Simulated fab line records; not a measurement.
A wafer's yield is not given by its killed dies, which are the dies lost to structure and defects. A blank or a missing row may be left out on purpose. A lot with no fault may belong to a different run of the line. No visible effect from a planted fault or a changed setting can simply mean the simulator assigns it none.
Chamber matching    flow gf180mcu    GF_V2_CMP_26 on cmp-01 has 4 sister chambers
The step polishes, stops on SiO2, t overpolish 15 s, target thk 0 nm. 8 wafers are shown with their chamber, then 8 later ones without.

== WAFERS WITH THEIR CHAMBER ==
wafer   chamber  motorCurrentA (A)  overpolishRunS (s)
L991.2  1        11.7               15.013
L993.4  3        12.5               14.994
L996.3  2        11.2               15.014
L996.5  0        9.5                14.997
L995.2  0        9.9                15.009
L995.5  2        10.8               14.992
L995.6  3        13.0               15.001
L997.3  1        12.0               14.977

== WAFERS WHOSE CHAMBER IS MISSING ==
wafer   motorCurrentA (A)  overpolishRunS (s)
L997.5  12.2               14.999
L997.6  9.1                15.002
L998.2  11.2               14.998
L998.3  11.8               15.007
L998.5  12.4               14.992
L103.1  11.9               15.008
L103.5  11.0               14.999
L103.6  11.4               15.006

== CHAMBER TAKEN BY EACH ==
wafer    from the rows above       in truth
L997.5   can't be placed: 1 or 3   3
L997.6   0                         0
L998.2   can't be placed: 2 or 1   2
L998.3   1                         1
L998.5   can't be placed: 3 or 1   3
L103.1   1                         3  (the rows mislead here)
L103.5   2                         2
L103.6   can't be placed: 2 or 1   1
Correctly placed: 3 of 8. Can't be placed from these rows: 4 (the true chamber is among the candidates in 4). 1 placed wrongly.
How it was worked out, from the rows above alone: a wafer's distance from a chamber is the root of the sum, over the readings, of the square of ((its reading less the chamber's mean) divided by the reading's scatter). The wafer belongs to the nearest chamber; if the next one is less than 2 further off, it can't be placed. The mean given for a chamber averages the wafers shown for that chamber. The scatter is the square root of a quotient: the sum, over the shown wafers, of each reading's squared deviation from its chamber's mean, divided by wafers minus chambers.
